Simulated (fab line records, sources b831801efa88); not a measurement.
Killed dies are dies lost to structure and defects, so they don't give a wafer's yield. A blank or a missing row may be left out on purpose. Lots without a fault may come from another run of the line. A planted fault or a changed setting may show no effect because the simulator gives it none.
Tool commonality check | flow gf180mcu | 12 lots, 39 wafers sampled

WHY IT WAS OPENED
At GF_HV_LDD_TW_MEAS_38 the reading HV_LDD_3_TW is flagged on 1 of 12 lots. Wafers without a fault read 1426, standard deviation 13.
Rule: a lot is flagged when every wafer of it that has a number lies more than 4 standard deviations from that mean, or none has a number. The other lots count as sound.

lot  | measured     | on            | HV_LDD_3_TW, wafer by wafer | flag
L238 | day 11 15:36 | film_metro-01 | 1426 1427 1417              |
L239 | day 11 21:27 | film_metro-01 | 1421 1426 1422              |
L240 | day 11 23:04 | film_metro-02 | 1441 1440 1447              |
L241 | day 12 13:06 | film_metro-01 | 1429 1430 1426              |
L242 | day 12 19:14 | film_metro-04 | 30 30 30 30 30 30           | FLAGGED
L245 | day 14 00:20 | film_metro-02 | 1439 1436 1437              |
L252 | day 15 22:35 | film_metro-01 | 1425 1433 1432              |
L254 | day 16 11:47 | film_metro-04 | 1402 1412 1408              |
L255 | day 16 19:46 | film_metro-04 | 1410 1405 1414              |
L256 | day 17 01:56 | film_metro-02 | 1444 1444 1442              |
L257 | day 17 09:10 | film_metro-01 | 1432 1433 1433              |
L260 | day 18 09:11 | film_metro-02 | 1443 1445 1446              |
The numbers of the flagged lots are 30 on average: -1396 against the usual, or -99 or more standard deviations.

WHICH TOOL RAN EACH LOT
The record holds 1 process step before the reading, out of a route of 602 steps. In each cell: the tool, then ch and the chambers that the sampled wafers went through, then the start.
lot  | flag    | GF_HV_LDD_EXPOSE_28
L238 |         | iline_stepper-01 ch 0, day 11 05:48
L239 |         | iline_stepper-01 ch 0, day 11 12:09
L240 |         | iline_stepper-01 ch 0, day 11 13:25
L241 |         | iline_stepper-01 ch 0, day 12 03:15
L242 | FLAGGED | iline_stepper-01 ch 0, day 12 08:59
L245 |         | iline_stepper-01 ch 0, day 13 13:41
L252 |         | iline_stepper-01 ch 0, day 15 11:20
L254 |         | iline_stepper-02 ch 0, day 16 00:29
L255 |         | iline_stepper-01 ch 0, day 16 08:43
L256 |         | iline_stepper-02 ch 0, day 16 14:49
L257 |         | iline_stepper-01 ch 0, day 16 21:32
L260 |         | iline_stepper-01 ch 0, day 17 20:53
What these steps do:
- GF_HV_LDD_EXPOSE_28: exposes mask Nplus HV AREA, target cd 400 nm.
- GF_HV_LDD_TW_MEAS_38

FLAGGED OVER TOTAL, TOOL BY TOOL (the gauges that took the reading come last)
step                 | tool             | lots run | flagged | share of the flagged lots | sound lots run after its first flagged lot
GF_HV_LDD_EXPOSE_28  | iline_stepper-01 | 10       | 1       | all                       | 5 (L245,L252,L255,L257,L260)
GF_HV_LDD_EXPOSE_28  | iline_stepper-02 | 2        | 0       | none                      | -
GF_HV_LDD_TW_MEAS_38 | film_metro-01    | 5        | 0       | none                      | -
GF_HV_LDD_TW_MEAS_38 | film_metro-02    | 4        | 0       | none                      | -
GF_HV_LDD_TW_MEAS_38 | film_metro-04    | 3        | 1       | all                       | 2 (L254,L255)

WHAT THE TABLE ALLOWS
2 rows of the table ran every flagged lot: iline_stepper-01 at GF_HV_LDD_EXPOSE_28, film_metro-04 at GF_HV_LDD_TW_MEAS_38.
- iline_stepper-01 at GF_HV_LDD_EXPOSE_28: 1 of its 10 lots flagged. Sound lots ran on it after the first flagged one (L245, L252, L255, L257, L260), which a lasting fault on the whole tool wouldn't allow.
- film_metro-04 at GF_HV_LDD_TW_MEAS_38: 1 of its 3 lots flagged. Sound lots ran on it after the first flagged one (L254, L255), which a lasting fault on the whole tool wouldn't allow.
No row of the table ran every flagged lot and no sound lot after the first.

WHAT THE SIMULATOR HAD PUT IN
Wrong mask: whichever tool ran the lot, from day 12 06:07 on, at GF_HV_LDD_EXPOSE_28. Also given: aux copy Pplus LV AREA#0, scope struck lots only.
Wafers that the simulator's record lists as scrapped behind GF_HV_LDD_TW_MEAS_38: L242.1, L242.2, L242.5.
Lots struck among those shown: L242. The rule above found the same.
